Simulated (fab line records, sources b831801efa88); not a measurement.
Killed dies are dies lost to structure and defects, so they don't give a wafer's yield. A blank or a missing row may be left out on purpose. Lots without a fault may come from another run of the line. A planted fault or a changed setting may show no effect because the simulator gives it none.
Tool commonality check | flow gf180mcu | 11 lots, 39 wafers sampled

WHY IT WAS OPENED
At GF_M1_RS_MEAS_05 the reading M1_ALCU_RS is flagged on 2 of 11 lots. Wafers without a fault read 0.0694 ohm/sq, standard deviation 0.00081.
Rule: a lot is flagged when every wafer of it that has a number lies more than 4 standard deviations from that mean, or none has a number. The other lots count as sound.

lot  | measured     | on            | M1_ALCU_RS (ohm/sq), wafer by wafer       | flag
L655 | day 16 10:58 | film_metro-04 | 0.0687 0.0693 0.0684                      |
L656 | day 16 18:26 | film_metro-02 | 0.0689 0.0685 0.0690                      |
L657 | day 17 03:36 | film_metro-03 | 0.0695 0.0690 0.0703                      |
L658 | day 17 17:17 | film_metro-03 | 0.0685 0.0690 0.0690                      |
L661 | day 18 21:39 | film_metro-02 | 0.0709 0.0691 0.0700                      |
L667 | day 20 23:50 | film_metro-03 | 0.0475 0.0478 0.0478 0.0474 0.0478 0.0478 | FLAGGED
L668 | day 21 07:40 | film_metro-03 | 0.0475 0.0476 0.0471 0.0474 0.0476 0.0472 | FLAGGED
L674 | day 23 06:31 | film_metro-04 | 0.0678 0.0678 0.0680                      |
L675 | day 23 13:25 | film_metro-02 | 0.0686 0.0700 0.0689                      |
L676 | day 23 20:23 | film_metro-02 | 0.0697 0.0690 0.0688                      |
L677 | day 24 15:28 | film_metro-04 | 0.0693 0.0691 0.0692                      |
The numbers of the flagged lots are 0.0475 ohm/sq on average: -0.0219 ohm/sq against the usual, or -27 standard deviations.

WHICH TOOL RAN EACH LOT
The record holds 3 process steps before the reading, out of a route of 602 steps. In each cell: the tool, then ch and the chambers that the sampled wafers went through, then the start.
lot  | flag    | GF_SALICIDE_SPUTTER_03       | GF_SALICIDE_RTA_08               | GF_M1_SPUTTER_02
L655 |         | pvd_sputter-01, day 15 09:26 | rtp_anneal-02 ch 0, day 15 09:52 | pvd_sputter-04, day 16 10:50
L656 |         | pvd_sputter-01, day 15 17:23 | rtp_anneal-02 ch 0, day 15 17:47 | pvd_sputter-03, day 16 18:20
L657 |         | pvd_sputter-03, day 16 02:34 | rtp_anneal-02 ch 0, day 16 02:58 | pvd_sputter-03, day 17 03:31
L658 |         | pvd_sputter-01, day 16 16:17 | rtp_anneal-02 ch 0, day 16 16:47 | pvd_sputter-03, day 17 17:11
L661 |         | pvd_sputter-01, day 17 19:10 | rtp_anneal-02 ch 0, day 17 19:37 | pvd_sputter-02, day 18 21:31
L667 | FLAGGED | pvd_sputter-04, day 19 20:38 | rtp_anneal-01 ch 0, day 19 21:02 | pvd_sputter-03, day 20 23:45
L668 | FLAGGED | pvd_sputter-04, day 20 04:26 | rtp_anneal-02 ch 0, day 20 04:50 | pvd_sputter-03, day 21 07:35
L674 |         | pvd_sputter-01, day 22 04:23 | rtp_anneal-02 ch 0, day 22 04:47 | pvd_sputter-04, day 23 06:23
L675 |         | pvd_sputter-01, day 22 12:39 | rtp_anneal-01 ch 0, day 22 13:02 | pvd_sputter-04, day 23 13:20
L676 |         | pvd_sputter-01, day 22 19:01 | rtp_anneal-01 ch 0, day 22 19:26 | pvd_sputter-04, day 23 20:17
L677 |         | pvd_sputter-01, day 23 14:26 | rtp_anneal-02 ch 0, day 23 14:55 | pvd_sputter-03, day 24 15:23
What these steps do:
- GF_SALICIDE_SPUTTER_03: material TiN, target thk 20 nm, time 16.7 s.
- GF_SALICIDE_RTA_08: time 30 s.
- GF_M1_SPUTTER_02: material AlCu, target thk 450 nm, time 23.9 s.
- GF_M1_RS_MEAS_05: measures by four-point-probe.

FLAGGED OVER TOTAL, TOOL BY TOOL (the gauges that took the reading come last)
step                   | tool           | lots run | flagged | share of the flagged lots | sound lots run after its first flagged lot
GF_SALICIDE_SPUTTER_03 | pvd_sputter-01 | 8        | 0       | none                      | -
GF_SALICIDE_SPUTTER_03 | pvd_sputter-03 | 1        | 0       | none                      | -
GF_SALICIDE_SPUTTER_03 | pvd_sputter-04 | 2        | 2       | all                       | 0
GF_SALICIDE_RTA_08     | rtp_anneal-01  | 3        | 1       | some                      | 2 (L675,L676)
GF_SALICIDE_RTA_08     | rtp_anneal-02  | 8        | 1       | some                      | 2 (L674,L677)
GF_M1_SPUTTER_02       | pvd_sputter-02 | 1        | 0       | none                      | -
GF_M1_SPUTTER_02       | pvd_sputter-03 | 6        | 2       | all                       | 1 (L677)
GF_M1_SPUTTER_02       | pvd_sputter-04 | 4        | 0       | none                      | -
GF_M1_RS_MEAS_05       | film_metro-02  | 4        | 0       | none                      | -
GF_M1_RS_MEAS_05       | film_metro-03  | 4        | 2       | all                       | 0
GF_M1_RS_MEAS_05       | film_metro-04  | 3        | 0       | none                      | -

WHAT THE TABLE ALLOWS
3 rows of the table ran every flagged lot: pvd_sputter-04 at GF_SALICIDE_SPUTTER_03, pvd_sputter-03 at GF_M1_SPUTTER_02, film_metro-03 at GF_M1_RS_MEAS_05.
- pvd_sputter-04 at GF_SALICIDE_SPUTTER_03: 2 of its 2 lots flagged. It ran no sound lot before its first flagged lot in this sample, so the start can't be narrowed down.
- pvd_sputter-03 at GF_M1_SPUTTER_02: 2 of its 6 lots flagged. Sound lots ran on it after the first flagged one (L677), which a lasting fault on the whole tool wouldn't allow.
- film_metro-03 at GF_M1_RS_MEAS_05: 2 of its 4 lots flagged. Its last sound lot is L658 (day 17 17:17), its first flagged lot L667 (day 20 23:50): a fault that began between those two fits.
Counting lots can't tell these 2 tools apart, because each fits a fault that began at some hour. More lots, or a look at what each step does to the wafer, might.

WHAT THE SIMULATOR HAD PUT IN
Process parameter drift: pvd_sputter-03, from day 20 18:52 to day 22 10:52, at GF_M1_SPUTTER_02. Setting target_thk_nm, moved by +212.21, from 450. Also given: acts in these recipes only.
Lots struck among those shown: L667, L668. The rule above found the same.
